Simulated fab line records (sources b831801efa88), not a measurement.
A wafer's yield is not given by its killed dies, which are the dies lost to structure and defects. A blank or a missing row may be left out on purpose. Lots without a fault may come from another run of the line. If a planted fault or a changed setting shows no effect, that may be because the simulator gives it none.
Tool commonality check ; flow sky130 ; Lots sampled 10, wafers sampled 30

## THE REASON FOR OPENING IT
At SKY_POLY_GATE_THK_MEAS_01 the reading POLY_GATE_CVD_00_THK is flagged on 2 of 10 lots. No-fault wafers: 180.3 nm, standard deviation 1.3.
Rule: a lot gets a flag if all its wafers with a number sit over 4 standard deviations from that mean, or if no wafer of it has a number. The other lots count as sound.

lot;measured;on;POLY_GATE_CVD_00_THK (nm), wafer by wafer;flag
L299;day 14 18:01;film metro-04;180.4 181.4 179.8;
L300;day 15 13:34;film metro-02;181.2 181.4 183.1;
L304;day 17 07:41;film metro-02;181.0 180.8 179.9;
L307;day 18 01:25;film metro-03;143.6 144.0 144.4;FLAGGED
L308;day 18 12:07;film metro-02;141.5 142.9 141.1;FLAGGED
L316;day 21 00:34;film metro-02;179.4 179.3 179.0;
L317;day 21 02:22;film metro-03;179.4 180.9 180.0;
L318;day 21 11:22;film metro-02;180.4 180.0 180.1;
L319;day 21 23:59;film metro-04;178.8 180.9 180.2;
L320;day 22 04:31;film metro-02;182.3 182.3 182.4;
The numbers of the flagged lots are 142.9 nm on average: -37.4 nm against the usual, or -29 standard deviations.

## EACH LOT AND THE TOOL IT RAN ON
Before the reading, the record contains 2 process steps out of a 708-step route. Each cell gives the tool, then ch followed by the chambers the sampled wafers passed through, then the start.
lot;flag;SKY_SONOS_ONO_STRIP_17;SKY_POLY_GATE_CVD_00
L299;;plasma asher-04 ch 0,1, day 13 08:26;lpcvd-01 ch 0, day 14 16:49
L300;;plasma asher-01 ch 0,1, day 13 23:57;lpcvd-01 ch 1, day 15 12:22
L304;;plasma asher-04 ch 0,1, day 15 10:08;lpcvd-01 ch 1, day 17 06:28
L307;FLAGGED;plasma asher-03 ch 0,1, day 16 07:06;lpcvd-01 ch 1, day 18 00:13
L308;FLAGGED;plasma asher-04 ch 0,1, day 16 15:35;lpcvd-01 ch 1, day 18 10:55
L316;;plasma asher-04 ch 0,1, day 19 12:04;lpcvd-01 ch 1, day 20 23:21
L317;;plasma asher-04 ch 0,1, day 19 12:20;lpcvd-01 ch 0, day 21 00:33
L318;;plasma asher-03 ch 0,1, day 19 22:59;lpcvd-01 ch 1, day 21 10:10
L319;;plasma asher-04 ch 0, day 20 10:23;lpcvd-01 ch 0, day 21 22:46
L320;;plasma asher-01 ch 0,1, day 20 16:23;lpcvd-01 ch 1, day 22 03:19
What the steps here do:
- SKY_SONOS_ONO_STRIP_17: strips in O2/N2.
- SKY_POLY_GATE_CVD_00: deposits poly-Si, target thk 180 nm, time 720 s.
- SKY_POLY_GATE_THK_MEAS_01

## FLAGGED OVER TOTAL, TOOL BY TOOL (the gauges that took the reading come last)
step;tool;lots run;flagged;share of the flagged lots;sound lots run after its first flagged lot
SKY_SONOS_ONO_STRIP_17;plasma asher-01;2;0;none;-
SKY_SONOS_ONO_STRIP_17;plasma asher-03;2;1;some;1 (L318)
SKY_SONOS_ONO_STRIP_17;plasma asher-04;6;1;some;3 (L316,L317,L319)
SKY_POLY_GATE_CVD_00;lpcvd-01;10;2;all;5 (L316,L317,L318,L319,L320)
SKY_POLY_GATE_THK_MEAS_01;film metro-02;6;1;some;3 (L316,L318,L320)
SKY_POLY_GATE_THK_MEAS_01;film metro-03;2;1;some;1 (L317)
SKY_POLY_GATE_THK_MEAS_01;film metro-04;2;0;none;-

## WHAT IS ALLOWED BY THE TABLE
All flagged lots share 1 row of the table, namely lpcvd-01 at SKY_POLY_GATE_CVD_00.
- lpcvd-01 at SKY_POLY_GATE_CVD_00 ran 10 lots, 2 of them flagged. After the first flagged lot (L316, L317, L318, L319, L320), sound lots still ran on it; a lasting fault on the whole tool would not permit that. Its own readings (spike tc bottom C, spike tc centre C, spike tc lower C, spike tc top C, spike tc upper C, susceptor temp C) fall more than 4 standard deviations out on all wafers of the flagged lots.
Not one row of the table ran every flagged lot while running no sound lot after the first.

## WHAT THE SIMULATOR HAD INSERTED
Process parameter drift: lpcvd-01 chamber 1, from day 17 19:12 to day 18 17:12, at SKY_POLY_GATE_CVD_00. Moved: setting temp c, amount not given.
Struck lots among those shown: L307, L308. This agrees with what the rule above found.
